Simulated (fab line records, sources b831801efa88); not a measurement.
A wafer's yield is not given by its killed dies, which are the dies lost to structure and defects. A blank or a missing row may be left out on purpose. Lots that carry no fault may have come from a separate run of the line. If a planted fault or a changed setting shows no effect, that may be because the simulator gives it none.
Chamber matching + flow sky130 + 4 sister chambers for SKY_LI_CONTACT_CMP_24 on cmp-01
The step polishes, stops on PSG, t overpolish 20 s, target thk 0 nm. 20 wafers are shown with their chamber, then 10 later ones without.

== WAFERS WITH THEIR CHAMBER ==
| wafer  | chamber | motorCurrentA (A) | timeToEndpointS (s) | retainingRingPressureFrac |
|--------|---------|-------------------|---------------------|---------------------------|
| L941.2 | 3       | 11.1              | 90                  | 1.000                     |
| L941.4 | 2       | 10.9              | 95                  | 0.994                     |
| L941.5 | 3       | 11.7              | 92                  | 1.003                     |
| L944.1 | 2       | 10.6              | 96                  | 1.004                     |
| L944.3 | 3       | 12.1              | 93                  | 1.003                     |
| L944.6 | 1       | 11.9              | 100                 | 1.004                     |
| L946.2 | 3       | 12.0              | 96                  | 1.003                     |
| L946.5 | 0       | 12.7              | 101                 | 0.998                     |
| L946.6 | 3       | 12.3              | 97                  | 0.995                     |
| L954.1 | 0       | 12.6              | 97                  | 0.989                     |
| L954.5 | 3       | 12.5              | 92                  | 0.996                     |
| L954.6 | 2       | 10.6              | 95                  | 0.995                     |
| L955.2 | 2       | 10.4              | 92                  | 0.995                     |
| L955.4 | 3       | 11.6              | 91                  | 1.015                     |
| L955.5 | 2       | 10.9              | 88                  | 0.999                     |
| L956.1 | 0       | 13.3              | 98                  | 0.998                     |
| L956.2 | 1       | 10.9              | 94                  | 1.003                     |
| L956.6 | 0       | 12.2              | 95                  | 1.006                     |
| L957.1 | 3       | 11.5              | 94                  | 0.992                     |
| L957.3 | 1       | 10.5              | 98                  | 1.005                     |

SIGNATURES, as means of the wafers listed above
| reading                   | chamber 0 | chamber 1 | chamber 2 | chamber 3 | scatter within a chamber |
|---------------------------|-----------|-----------|-----------|-----------|--------------------------|
| motorCurrentA             | 12.700    | 11.100    | 10.680    | 11.850    | 0.456                    |
| timeToEndpointS           | 97.75     | 97.33     | 93.20     | 93.12     | 2.75                     |
| retainingRingPressureFrac | 0.99775   | 1.00400   | 0.99740   | 1.00087   | 0.00595                  |
Rule: for a wafer and a chamber, the distance is found by dividing, reading by reading, the gap between the wafer's reading and the chamber's mean by the reading's scatter, squaring, summing and taking the root. The wafer belongs to the nearest chamber; if the next one is less than 2 further off, it can't be placed. The scatter is the square root of a quotient: the sum, over the shown wafers, of each reading's squared deviation from its chamber's mean, divided by wafers minus chambers.

== WAFERS MISSING THEIR CHAMBER ==
| wafer  | motorCurrentA (A) | timeToEndpointS (s) | retainingRingPressureFrac |
|--------|-------------------|---------------------|---------------------------|
| L957.5 | 10.8              | 99                  | 1.002                     |
| L961.2 | 12.2              | 100                 | 0.990                     |
| L961.5 | 10.2              | 106                 | 0.998                     |
| L961.6 | 10.4              | 100                 | 1.010                     |
| L962.1 | 10.8              | 99                  | 0.998                     |
| L962.3 | 11.9              | 100                 | 1.007                     |
| L962.5 | 11.8              | 95                  | 1.006                     |
| L960.1 | 13.0              | 94                  | 1.003                     |
| L960.4 | 10.5              | 96                  | 0.992                     |
| L960.5 | 12.8              | 96                  | 0.998                     |

== EACH ONE'S CHAMBER ==
| wafer  | from the rows above               | in truth |
|--------|-----------------------------------|----------|
| L957.5 | can't be placed: 1 or 2           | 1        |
| L961.2 | can't be placed: 0 or 3 or 1      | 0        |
| L961.5 | can't be placed: 1 or 2           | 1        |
| L961.6 | can't be placed: 1 or 2           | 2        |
| L962.1 | can't be placed: 1 or 2 or 3      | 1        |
| L962.3 | can't be placed: 1 or 0 or 3 or 2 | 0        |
| L962.5 | can't be placed: 3 or 1 or 0 or 2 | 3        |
| L960.1 | can't be placed: 0 or 3           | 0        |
| L960.4 | can't be placed: 2 or 1           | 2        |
| L960.5 | can't be placed: 0 or 3           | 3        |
Placed correctly: 0 of 10. Can't be placed from these rows: 10 (the true chamber is among the candidates in 10). 0 placed wrongly.
